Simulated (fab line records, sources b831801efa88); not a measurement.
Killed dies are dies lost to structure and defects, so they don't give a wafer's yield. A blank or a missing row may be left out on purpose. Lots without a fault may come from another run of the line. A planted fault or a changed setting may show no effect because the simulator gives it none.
Which tool did it? | flow gf180mcu | 14 lots, 42 wafers sampled, at 5 steps of a route of 602

WHAT THE GAUGES READ, wafer by wafer
GF_V2_CD_MEAS_14: target cd 260 nm. Usual: cd_nm 259.7 nm, standard deviation 1.4.
lot  | measured     | on        | cd_nm (nm)        | flag
L151 | day 20 21:08 | cd_sem-02 | 258.4 258.3 257.3 |
L153 | day 21 19:44 | cd_sem-01 | 260.5 259.0 260.2 |
L156 | day 22 23:50 | cd_sem-01 | 261.1 260.9 259.8 |
L161 | day 24 17:22 | cd_sem-02 | 257.4 256.5 256.9 |
L160 | day 24 19:18 | cd_sem-01 | 258.7 260.1 258.4 |
L163 | day 25 16:05 | cd_sem-01 | 260.9 259.5 260.4 |
L164 | day 25 17:35 | cd_sem-02 | 260.2 259.0 260.1 |
L165 | day 26 02:53 | cd_sem-01 | 261.5 261.1 260.2 |
L166 | day 26 11:34 | cd_sem-02 | 259.5 259.0 259.8 |
L167 | day 26 19:28 | cd_sem-02 | 259.4 258.3 259.7 |
L169 | day 27 02:32 | cd_sem-02 | 258.4 257.9 258.4 |
L170 | day 27 11:47 | cd_sem-01 | 261.8 262.5 261.8 |
L171 | day 27 13:41 | cd_sem-01 | 260.6 260.0 259.5 |
L172 | day 27 21:01 | cd_sem-01 | 259.2 259.6 258.9 |

GF_M4_THK_MEAS_06: measures by xrf. Usual: M4_ALCU_THK 446 nm, standard deviation 5.9.
lot  | measured     | on            | M4_ALCU_THK (nm) | flag
L151 | day 23 01:20 | film_metro-01 | 438 443 444      |
L153 | day 23 23:05 | film_metro-02 | 441 451 434      |
L156 | day 25 01:58 | film_metro-01 | 448 453 449      |
L161 | day 26 19:37 | film_metro-02 | 506 497 500      | OFF
L160 | day 26 18:43 | film_metro-01 | 496 499 497      | OFF
L163 | day 27 13:25 | film_metro-02 | 445 449 447      |
L164 | day 27 15:14 | film_metro-01 | 441 432 444      |
L165 | day 28 00:52 | film_metro-01 | 445 451 446      |
L166 | day 28 07:49 | film_metro-02 | 442 448 444      |
L167 | day 28 16:02 | film_metro-01 | 444 449 441      |
L169 | day 28 22:30 | film_metro-02 | 446 450 448      |
L170 | day 29 06:59 | film_metro-01 | 451 451 443      |
L171 | day 29 08:51 | film_metro-01 | 451 446 446      |
L172 | day 29 17:01 | film_metro-02 | 442 439 440      |

WHICH TOOL RAN EACH LOT (tool, then ch and the chambers of the sampled wafers, then the start)
lot  | GF_M2_SPUTTER_00             | GF_V3_CVD_02                    | GF_M4_SPUTTER_04
L151 | pvd_sputter-02, day 18 18:27 | pecvd-03 ch 0,1,2, day 21 23:29 | pvd_sputter-01, day 23 01:11
L153 | pvd_sputter-01, day 19 18:16 | pecvd-02 ch 0,1,2, day 22 22:07 | pvd_sputter-01, day 23 22:56
L156 | pvd_sputter-03, day 20 23:47 | pecvd-01 ch 0,1,2, day 24 00:46 | pvd_sputter-01, day 25 01:48
L161 | pvd_sputter-03, day 22 19:32 | pecvd-03 ch 1,2, day 25 20:13   | pvd_sputter-02, day 26 19:26
L160 | pvd_sputter-03, day 22 20:52 | pecvd-03 ch 1,2, day 25 19:31   | pvd_sputter-02, day 26 18:31
L163 | pvd_sputter-02, day 23 19:21 | pecvd-03 ch 1,2, day 26 14:28   | pvd_sputter-02, day 27 13:14
L164 | pvd_sputter-01, day 23 20:05 | pecvd-03 ch 1,2, day 26 16:34   | pvd_sputter-02, day 27 15:05
L165 | pvd_sputter-03, day 24 06:59 | pecvd-03 ch 1,2, day 27 02:26   | pvd_sputter-03, day 28 00:41
L166 | pvd_sputter-01, day 24 16:42 | pecvd-01 ch 0,1, day 27 10:30   | pvd_sputter-03, day 28 07:38
L167 | pvd_sputter-03, day 24 23:12 | pecvd-01 ch 0,1,2, day 27 17:58 | pvd_sputter-03, day 28 15:52
L169 | pvd_sputter-03, day 25 08:36 | pecvd-02 ch 0,1,2, day 28 00:52 | pvd_sputter-02, day 28 22:20
L170 | pvd_sputter-03, day 25 17:04 | pecvd-03 ch 1,2, day 28 09:45   | pvd_sputter-02, day 29 06:50
L171 | pvd_sputter-02, day 25 19:36 | pecvd-03 ch 1, day 28 11:27     | pvd_sputter-01, day 29 08:41
L172 | pvd_sputter-02, day 26 03:32 | pecvd-02 ch 0,2, day 28 19:19   | pvd_sputter-02, day 29 16:50
- GF_M2_SPUTTER_00: material Ti, target thk 37.5 nm, time 150 s.
- GF_V3_CVD_02: deposits SiO2 from TEOS, target thk 850 nm, time 94.851 s.
- GF_M4_SPUTTER_04: material TiN, target thk 50 nm, time 41.7 s.

WHAT THE TOOLS THEMSELVES READ (means of the sampled wafers that have a number; where no wafer has one, the mark that the record gives instead)
GF_M2_SPUTTER_00. Usual: cathode_dc_power_W 4000.0 W, standard deviation 0.69; chamber_pressure_pa 2.000 Pa, standard deviation 0.0034; throttle_valve_pct 29.8 %, standard deviation 1.1.
lot  | tool           | cathode_dc_power_W (W) | chamber_pressure_pa (Pa) | throttle_valve_pct (%) | flag
L151 | pvd_sputter-02 | 4000.3                 | 2.000                    | 29.9                   |
L153 | pvd_sputter-01 | 3999.6                 | 1.998                    | 29.6                   |
L156 | pvd_sputter-03 | 3999.3                 | 2.000                    | 29.7                   |
L161 | pvd_sputter-03 | 4000.1                 | 2.002                    | 31.0                   |
L160 | pvd_sputter-03 | 3999.6                 | 1.999                    | 29.1                   |
L163 | pvd_sputter-02 | 4000.0                 | 2.002                    | 30.2                   |
L164 | pvd_sputter-01 | 3999.8                 | 2.000                    | 29.5                   |
L165 | pvd_sputter-03 | 4001.0                 | 2.002                    | 29.1                   |
L166 | pvd_sputter-01 | 4000.2                 | 2.001                    | 29.5                   |
L167 | pvd_sputter-03 | 4000.7                 | 2.000                    | 30.5                   |
L169 | pvd_sputter-03 | 4000.3                 | 1.997                    | 29.7                   |
L170 | pvd_sputter-03 | 4000.4                 | 2.000                    | 28.6                   |
L171 | pvd_sputter-02 | 4000.6                 | 2.002                    | 30.3                   |
L172 | pvd_sputter-02 | 3999.7                 | 2.003                    | 30.2                   |

GF_V3_CVD_02. Usual: heater_power_w 705 W, standard deviation 93.
lot  | tool     | heater_power_w (W) | flag
L151 | pecvd-03 | 678                |
L153 | pecvd-02 | 739                |
L156 | pecvd-01 | 727                |
L161 | pecvd-03 | 644                |
L160 | pecvd-03 | 639                |
L163 | pecvd-03 | 608                |
L164 | pecvd-03 | 662                |
L165 | pecvd-03 | 637                |
L166 | pecvd-01 | 744                |
L167 | pecvd-01 | 650                |
L169 | pecvd-02 | 803                |
L170 | pecvd-03 | 645                |
L171 | pecvd-03 | 575                |
L172 | pecvd-02 | 740                |

GF_M4_SPUTTER_04. Usual: cathode_dc_power_W 6500.1 W, standard deviation 1.2; chamber_pressure_pa 0.4000 Pa, standard deviation 0.00078; throttle_valve_pct 29.8 %, standard deviation 1.
lot  | tool           | cathode_dc_power_W (W) | chamber_pressure_pa (Pa) | throttle_valve_pct (%) | flag
L151 | pvd_sputter-01 | 6498.4                 | 0.4010                   | 29.6                   |
L153 | pvd_sputter-01 | 6500.2                 | 0.4003                   | 29.5                   |
L156 | pvd_sputter-01 | 6500.9                 | 0.3996                   | 28.7                   |
L161 | pvd_sputter-02 | -                      | -                        | -                      | OFF
L160 | pvd_sputter-02 | -                      | -                        | -                      | OFF
L163 | pvd_sputter-02 | 6500.9                 | 0.4001                   | 29.7                   |
L164 | pvd_sputter-02 | 6500.0                 | 0.4002                   | 29.9                   |
L165 | pvd_sputter-03 | 6500.3                 | 0.3998                   | 29.2                   |
L166 | pvd_sputter-03 | 6500.3                 | 0.4005                   | 28.8                   |
L167 | pvd_sputter-03 | 6499.5                 | 0.3997                   | 28.7                   |
L169 | pvd_sputter-02 | 6499.7                 | 0.4003                   | 30.2                   |
L170 | pvd_sputter-02 | 6500.1                 | 0.4003                   | 30.0                   |
L171 | pvd_sputter-01 | 6501.0                 | 0.4003                   | 29.5                   |
L172 | pvd_sputter-02 | 6499.5                 | 0.3995                   | 31.0                   |

THE ANSWER, worked out from the rows above alone
Rule: a lot is off if the mean of its wafers that have a number lies more than 3 standard deviations from the usual mean. A lot without any number at a reading at which 4 lots or more have one is off too. The other lots that the step has rows for count as sound. The gauges are gone through in route order, then the tools' own readings, and for those a lot's mean is taken as printed above. The first step at which some lot is off is used, and at that step the reading that is off furthest; a lot without a number counts as furthest.
Off: L161, L160, at GF_M4_THK_MEAS_06 (M4_ALCU_THK).
A tool fits if, at a process step before that reading, it ran every lot that is off, and no sound lot after the first of them. The gauges at GF_M4_THK_MEAS_06 aren't tried: what is off there is off at GF_M4_SPUTTER_04 too, on other tools, and a gauge's error can't cause that. None of those tried fits.

WHAT THE SIMULATOR HAD PUT IN
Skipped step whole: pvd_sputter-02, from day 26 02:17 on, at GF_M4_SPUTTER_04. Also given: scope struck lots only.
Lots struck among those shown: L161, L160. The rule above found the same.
